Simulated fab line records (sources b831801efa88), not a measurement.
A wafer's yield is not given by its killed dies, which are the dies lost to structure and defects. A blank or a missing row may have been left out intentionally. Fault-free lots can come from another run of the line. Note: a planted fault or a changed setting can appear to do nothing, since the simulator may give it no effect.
fab line records -- flow sky130 -- part 2 of 2: steps 36 to 47 of 47
[record] lots = 5, wafers = 15, last-day = 49
route steps=708 shown LDD_N@247 LDD_P@255 LDD_HVN@267 LDD_HVP@278 LDD_LDN@289
lots untouched by any fault: they come from a run of this same line in which no faults occurred
start-h: hours from the record's opening day to when the first of the lot's shown wafers began -- wait-h: how many hours have passed since the lot's step before this one -- " same as the row above -- L1.1+2: a single row standing in for several wafers -- - no value, or no start was given -- * or withheld: withheld -- < > ~ a bound
route shown NAME@n: NAME is a module with steps in the file, n the number in the route of the first one -- usual: mean/standard deviation taken from wafers without a fault -- same: alike in all rows -- chamber/n: place in a boat -- sites: per-site readings -- _std_site: standard deviation of those values -- _edge_site: inner sites' mean taken away from outer sites' mean -- radius-mm: for every site, how far away it sits from the centre of the wafer -- mask NAME#n: copy n -- behind: the tool/chamber that last shaped the wafer -- hold: what put the lot on hold/how long, in hours/how the hold closed -- device: the n, p or np transistor that did not switch -- end of line: tests run on the same wafers once the route is complete -- for a step that has no rows: nothing shown but its recipe -- killed: at the first sort, the dies lost to defects and structure; wafer yield is something else -- map: dies across one wafer; x = killed, . = not, _ = none there
set.NAME: the run value of the setting; set.NAME@STEP: its run value at that earlier step -- model.NAME: the simulator's own value behind a step, which no gauge read
lots at some steps of the route; a table a step, a row a wafer
services: the hour from which a tool's chamber was out of use, counted from the record's first day as start-h (under 0 if before that day), plus the number of hours and why
[[steps]]
[step SKY_LDD_HVP_EXPOSE_04]
[recipe] mask-id = HVPTM, na = 0.6, source-shape = conventional, sigma-outer = 0.6, polarization = unpolarized, target-cd-nm = 700, dose-mj = 86
[usual] focus-offset-nm = 0.0/0.52, stage-vel-mm-s = 499.98/0.22
[same] sigma-outer = 0.6
lot.wafer,tool,chamber,start-h,wait-h,mask,focus-offset-nm,stage-vel-mm-s
L074.2,iline-stepper-01,0,-,-,HVPTM#0,0.8,499.70
L074.3,iline-stepper-01,0,-,-,HVPTM#0,0.3,499.70
L074.4,iline-stepper-01,0,-,-,HVPTM#0,-0.3,500.02
L077.4,iline-stepper-01,0,-,-,HVPTM#0,-0.4,499.99
L077.5,iline-stepper-01,0,-,-,HVPTM#0,0.2,499.93
L077.6,iline-stepper-01,0,-,-,HVPTM#0,0.2,500.24
L083.3,iline-stepper-02,0,-,-,HVPTM#0,0.4,500.14
L083.4,iline-stepper-02,0,-,-,HVPTM#0,0.2,500.39
L083.5,iline-stepper-02,0,-,-,HVPTM#0,-0.1,500.43
L091.1,iline-stepper-02,0,-,-,HVPTM#0,-0.2,500.10
L091.2,iline-stepper-02,0,-,-,HVPTM#0,-0.1,500.15
L091.4,iline-stepper-02,0,-,-,HVPTM#0,-0.5,499.94
L094.2,iline-stepper-02,0,-,-,HVPTM#0,-0.2,499.49
L094.3,iline-stepper-02,0,-,-,HVPTM#0,1.0,499.90
L094.4,iline-stepper-02,0,-,-,HVPTM#0,0.6,500.09
[step SKY_LDD_HVP_PEB_05]
[recipe] temp-c = withheld, time-s = *, resist = NOVOLAK
lot.wafer,tool,chamber,start-h,wait-h
L074.2+3+4,litho-track-03,0,-,-
L077.4+5+6,litho-track-03,0,-,-
L083.3+4+5,litho-track-01,0,-,-
L091.1+2+4,litho-track-01,0,-,-
L094.2+3+4,litho-track-04,0,-,-
[step SKY_LDD_HVP_DEVELOP_06]
[recipe] resist = NOVOLAK, developer = TMAH, develop-time-s = 60, dev-temp-c = 23
lot.wafer,tool,chamber,start-h,wait-h
L074.2+3+4,litho-track-03,0,488.99,0.1
L077.4+5+6,litho-track-03,0,520.39,0.1
L083.3+4+5,litho-track-01,0,568.80,0.1
L091.1+2+4,litho-track-01,0,660.25,0.1
L094.2+3+4,litho-track-04,0,666.25,0.1
[step SKY_LDD_HVP_OVL_MEAS_07]
[usual] LDD_HVP_OVL = 0.8/1.2
lot.wafer,tool,chamber,start-h,wait-h,LDD_HVP_OVL[nm]
L074.2,overlay-01,-,489.12,0.1,0.1
L074.3,overlay-01,-,489.12,0.1,0.8
L074.4,overlay-01,-,489.12,0.1,1.0
L077.4,overlay-01,-,520.48,0.1,-0.7
L077.5,overlay-01,-,520.48,0.1,-0.5
L077.6,overlay-01,-,520.48,0.1,1.1
L083.3,overlay-01,-,568.91,0.1,2.0
L083.4,overlay-01,-,568.91,0.1,0.6
L083.5,overlay-01,-,568.91,0.1,1.6
L091.1,overlay-02,-,660.40,0.1,-0.6
L091.2,overlay-02,-,660.40,0.1,-1.2
L091.4,overlay-02,-,660.40,0.1,-2.2
L094.2,overlay-02,-,666.38,0.1,1.8
L094.3,overlay-02,-,666.38,0.1,1.0
L094.4,overlay-02,-,666.38,0.1,0.9
[step SKY_LDD_HVP_IMPLANT_08]
[recipe] species = B, energy-kev = 20, dose-cm2 = 1.7e+13, tilt-deg = 17.9
lot.wafer,tool,chamber,start-h,wait-h
L074.2+3+4,implanter-04,0,489.17,0.0
L077.4+5+6,implanter-04,0,520.64,0.2
L083.3+4+5,implanter-03,0,568.98,0.1
L091.1+2+4,implanter-04,0,660.43,0.0
L094.2+3+4,implanter-03,0,666.44,0.0
[step SKY_LDD_HVP_STRIP_09]
[recipe] chemistry = O2/N2, power-w = 1400, pressure-mtorr = 1500, platen-temp-c = withheld, o2-flow-sccm = 3000, n2-flow-sccm = 300, overash-fraction = 0.5
[usual] drypump-motor-current-A = 5.56/0.25, oes-product-au = 0.408/0.0043, strip-time-to-endpoint-s = 4.135/0.013
[same] overash-fraction = 0.5
lot.wafer,tool,chamber,start-h,wait-h,drypump-motor-current-A,oes-product-au,rf-hours-counter-h,strip-time-to-endpoint-s
L074.2,plasma-asher-01,1,489.30,0.1,5.42,0.407,78,4.144
L074.3,plasma-asher-01,1,489.30,0.1,5.43,0.412,-,4.166
L074.4,plasma-asher-01,0,489.30,0.1,5.52,0.401,-,4.135
L077.4,plasma-asher-01,0,520.75,0.1,5.51,0.407,-,4.151
L077.5,plasma-asher-01,0,520.75,0.1,5.53,0.412,-,4.131
L077.6,plasma-asher-01,1,520.75,0.1,5.43,0.411,-,4.145
L083.3,plasma-asher-01,1,569.12,0.1,5.43,0.407,-,4.124
L083.4,plasma-asher-01,0,569.12,0.1,5.56,0.415,-,4.153
L083.5,plasma-asher-01,0,569.12,0.1,5.52,0.407,-,4.138
L091.1,plasma-asher-01,0,660.58,0.1,5.52,0.415,95,4.114
L091.2,plasma-asher-01,1,660.58,0.1,5.41,0.410,95,4.120
L091.4,plasma-asher-01,0,660.58,0.1,5.57,0.406,-,4.131
L094.2,plasma-asher-01,1,666.56,0.1,5.39,0.405,95,4.130
L094.3,plasma-asher-01,1,666.56,0.1,5.39,0.407,-,4.129
L094.4,plasma-asher-01,0,666.56,0.1,5.51,0.410,-,4.138
[step SKY_LDD_HVP_TW_MEAS_10]
[usual] LDD_HVP_TW = 455.4/2.3
lot.wafer,tool,chamber,start-h,wait-h,LDD_HVP_TW
L074.2,film-metro-03,-,489.41,0.1,456.0
L074.3,film-metro-03,-,489.41,0.1,452.0
L074.4,film-metro-03,-,489.41,0.1,455.6
L077.4,film-metro-01,-,520.84,0.1,456.0
L077.5,film-metro-01,-,520.84,0.1,453.9
L077.6,film-metro-01,-,520.84,0.1,455.5
L083.3,film-metro-02,-,569.20,0.1,453.8
L083.4,film-metro-02,-,569.20,0.1,456.1
L083.5,film-metro-02,-,569.20,0.1,455.7
L091.1,film-metro-01,-,660.68,0.1,455.3
L091.2,film-metro-01,-,660.68,0.1,456.0
L091.4,film-metro-01,-,660.68,0.1,454.3
L094.2,film-metro-02,-,666.67,0.1,456.6
L094.3,film-metro-02,-,666.67,0.1,459.2
L094.4,film-metro-02,-,666.67,0.1,457.1
[step SKY_LDD_LDN_DEHYDRATE_00]
[recipe] temp-c = 200, time-s = 60
lot.wafer,tool,chamber,start-h,wait-h
L074.2+3+4,litho-track-01,0,504.07,14.7
L077.4+5+6,litho-track-01,0,535.07,14.2
L083.3+4+5,litho-track-01,0,583.30,14.1
L091.1+2+4,litho-track-02,0,674.23,13.5
L094.2+3+4,litho-track-04,0,679.10,12.4
[step SKY_LDD_LDN_HMDS_01]
[recipe] prime-time-s = 60, prime-temp-c = 120
lot.wafer,tool,chamber,start-h,wait-h
L074.2+3+4,litho-track-01,0,504.22,0.1
L077.4+5+6,litho-track-01,0,535.22,0.1
L083.3+4+5,litho-track-01,0,583.45,0.1
L091.1+2+4,litho-track-02,0,674.38,0.1
L094.2+3+4,litho-track-04,0,679.25,0.1
[step SKY_LDD_LDN_COAT_02]
[recipe] resist = NOVOLAK, spin-rpm = 3000, resist-thk-nm = 1140
lot.wafer,tool,chamber,start-h,wait-h
L074.2+3+4,litho-track-01,0,504.37,0.1
L077.4+5+6,litho-track-01,0,535.37,0.1
L083.3+4+5,litho-track-01,0,583.60,0.1
L091.1+2+4,litho-track-02,0,674.53,0.1
L094.2+3+4,litho-track-04,0,679.40,0.1
[step SKY_LDD_LDN_SOFTBAKE_03]
[recipe] temp-c = 90, time-s = 60, resist = NOVOLAK
lot.wafer,tool,chamber,start-h,wait-h
L074.2+3+4,litho-track-01,0,504.52,0.1
L077.4+5+6,litho-track-01,0,535.52,0.1
L083.3+4+5,litho-track-01,0,583.75,0.1
L091.1+2+4,litho-track-02,0,674.68,0.1
L094.2+3+4,litho-track-04,0,679.55,0.1
[step SKY_LDD_LDN_EXPOSE_04]
[recipe] mask-id = LDNTM, na = 0.6, source-shape = conventional, sigma-outer = 0.6, polarization = unpolarized, target-cd-nm = 700, dose-mj = 140
[usual] focus-offset-nm = -0.1/0.59, stage-vel-mm-s = 499.99/0.26
[same] sigma-outer = 0.6
lot.wafer,tool,chamber,start-h,wait-h,mask,focus-offset-nm,stage-vel-mm-s
L074.2,iline-stepper-01,0,-,-,LDNTM#0,0.5,500.10
L074.3,iline-stepper-01,0,-,-,LDNTM#0,-0.2,499.91
L074.4,iline-stepper-01,0,-,-,LDNTM#0,0.3,499.90
L077.4,iline-stepper-01,0,-,-,LDNTM#0,0.2,499.67
L077.5,iline-stepper-01,0,-,-,LDNTM#0,0.3,499.85
L077.6,iline-stepper-01,0,-,-,LDNTM#0,-0.1,499.97
L083.3,iline-stepper-01,0,-,-,LDNTM#0,0.7,499.96
L083.4,iline-stepper-01,0,-,-,LDNTM#0,-0.2,499.57
L083.5,iline-stepper-01,0,-,-,LDNTM#0,0.8,500.18
L091.1,iline-stepper-01,0,-,-,LDNTM#0,0.5,500.26
L091.2,iline-stepper-01,0,-,-,LDNTM#0,0.0,500.11
L091.4,iline-stepper-01,0,-,-,LDNTM#0,0.0,499.94
L094.2,iline-stepper-01,0,-,-,LDNTM#0,0.2,499.77
L094.3,iline-stepper-01,0,-,-,LDNTM#0,-0.2,500.30
L094.4,iline-stepper-01,0,-,-,LDNTM#0,-0.3,500.37
[[services]]
tool,chamber,start-h,hours,kind
implanter-04,-,388.91,4.8,repair
implanter-03,-,394.13,3.3,pm
implanter-03,-,397.44,3.9,pm
plasma-asher-04,-,397.59,2.8,pm
implanter-03,-,399.81,1.3,repair
implanter-03,-,413.48,3.8,repair
implanter-02,-,413.60,3.1,repair
plasma-asher-04,-,419.93,4.8,repair
plasma-asher-01,-,423.35,21.8,repair
implanter-03,-,480.37,2.5,repair
iline-stepper-01,-,491.27,1.7,pm
implanter-02,-,518.20,5.5,pm
implanter-04,-,544.81,3.6,repair
implanter-02,-,551.62,3.7,repair
plasma-asher-01,-,563.99,1.2,repair
iline-stepper-02,-,575.62,1.7,pm
implanter-02,-,591.23,4.8,repair
plasma-asher-02,-,612.07,2.8,pm
iline-stepper-02,-,613.02,4.4,pm
iline-stepper-01,-,617.62,10.2,repair
implanter-01,-,618.53,6.6,repair
implanter-04,-,627.54,4.9,pm
implanter-02,-,654.54,7.2,pm
implanter-01,-,660.74,3.7,repair
